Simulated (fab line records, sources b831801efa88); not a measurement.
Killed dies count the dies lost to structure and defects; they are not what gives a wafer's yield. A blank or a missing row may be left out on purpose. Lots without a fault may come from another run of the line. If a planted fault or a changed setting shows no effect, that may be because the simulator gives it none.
2 desks, one fault -- flow sky130 -- only its own numbers are on each desk; what lay behind them is given at the end

== METROLOGY DESK ==
Lot by lot, what the gauges showed, no matter which tool ran the lot: averages of those sampled wafers that carry a number. The brackets show how far a lot's mean lies from the usual mean; more than 4 standard deviations puts the lot out of limits, marked OUT.
Columns: A = POLY_GATE_CVD_03_THK at SKY_POLY_GATE_THK_MEAS_04, usual 75.2 nm; B = POLY_GATE_OXIDATION_THK at SKY_POLY_GATE_THK_MEAS_21, usual 4.00 nm
lot,first seen here,A,B
L161,day 15 14:56,75.1,4.04
L162,day 16 02:59,74.3,4.05
L163,day 16 12:08,75.7,3.99
L165,day 17 02:07,75.6,3.99
L168,day 18 18:44,75.9,3.91
L170,day 19 05:22,77.0,6.39 (+30) OUT
L169,day 19 06:43,75.6,6.40 (+30) OUT
L173,day 20 04:52,75.6,6.37 (+30) OUT
L178,day 22 00:03,74.8,4.03
L181,day 22 18:23,74.1,4.01
L182,day 23 05:40,75.6,4.00
This desk's result: L169, L170, L173 out of limits, first on L169 (POLY_GATE_OXIDATION_THK at SKY_POLY_GATE_THK_MEAS_21), day 20 16:22. L161, L162, L163, L165, L168, L178, L181, L182 stayed within limits.

== TOOL OWNER'S DESK, furnace-01 ==
The tool's own readings at SKY_POLY_GATE_OXIDATION_20 (stabilise 600 s, purge 300 s, target thk 4 nm): means of the sampled wafers that have a number, for each lot that ran on this tool. The brackets show how far a lot's mean lies from the usual mean; more than 4 standard deviations puts the lot out of limits, marked OUT. It has 9 readings, of which 7 appear: the earliest out of limits, and the ones furthest out on some lot.
Columns: A = spike_tc_bottom_C at SKY_POLY_GATE_OXIDATION_20, usual 870.5 C; B = spike_tc_centre_C at SKY_POLY_GATE_OXIDATION_20, usual 850.6 C; C = spike_tc_lower_C at SKY_POLY_GATE_OXIDATION_20, usual 850.8 C; D = spike_tc_top_C at SKY_POLY_GATE_OXIDATION_20, usual 865.7 C; E = spike_tc_upper_C at SKY_POLY_GATE_OXIDATION_20, usual 849.9 C; F = zone_power_lower_pct at SKY_POLY_GATE_OXIDATION_20, usual 16.23 %; G = zone_power_upper_pct at SKY_POLY_GATE_OXIDATION_20, usual 15.89 %
lot,first seen here,A,B,C,D,E,F,G
L162,day 17 08:06,871.5,850.7,850.3,865.3,849.8,16.49,15.86
L163,day 17 17:45,871.4,851.1,851.4,864.9,848.8,16.30,15.93
L165,day 18 08:11,871.2,851.2,850.7,864.5,850.0,16.36,15.88
L169,day 20 15:07,909.3 (+26) OUT,889.0 (+38) OUT,887.9 (+37) OUT,902.0 (+28) OUT,887.8 (+38) OUT,17.93 (+8.1) OUT,17.37 (+9.2) OUT
L170,day 20 15:07,909.0 (+26) OUT,889.0 (+38) OUT,889.1 (+38) OUT,902.5 (+28) OUT,888.9 (+39) OUT,17.92 (+8.1) OUT,17.48 (+9.9) OUT
L173,day 21 12:12,908.9 (+26) OUT,889.5 (+39) OUT,889.5 (+39) OUT,902.5 (+28) OUT,888.2 (+39) OUT,17.72 (+7.1) OUT,17.33 (+9.0) OUT
L182,day 24 12:18,872.7,850.5,849.2,864.6,849.4,16.46,15.90
This desk's finding: out of limits on L169, L170, L173; first on L169, day 20 15:07 (spike_tc_bottom_C at SKY_POLY_GATE_OXIDATION_20). L162, L163, L165, L182 stayed within limits.

== BROUGHT TOGETHER ==
At day 20 15:07, on L169, L170, L173, the tool owner's desk was in a position to raise an alarm.
On L169, L170, L173, the metrology desk was in a position to raise an alarm at day 20 16:22.
All the named lots went through SKY_POLY_GATE_OXIDATION_20 on furnace-01.

== WHAT HAD BEEN PUT IN BY THE SIMULATOR ==
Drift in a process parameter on furnace-01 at SKY_POLY_GATE_OXIDATION_20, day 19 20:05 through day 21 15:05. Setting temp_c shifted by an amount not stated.
Shown lots that were struck: L169, L170, L173.
Delay (hours) between the fault's onset and each desk's first out-of-limits reading: 19 at the tool owner's desk, 20 at the metrology desk.
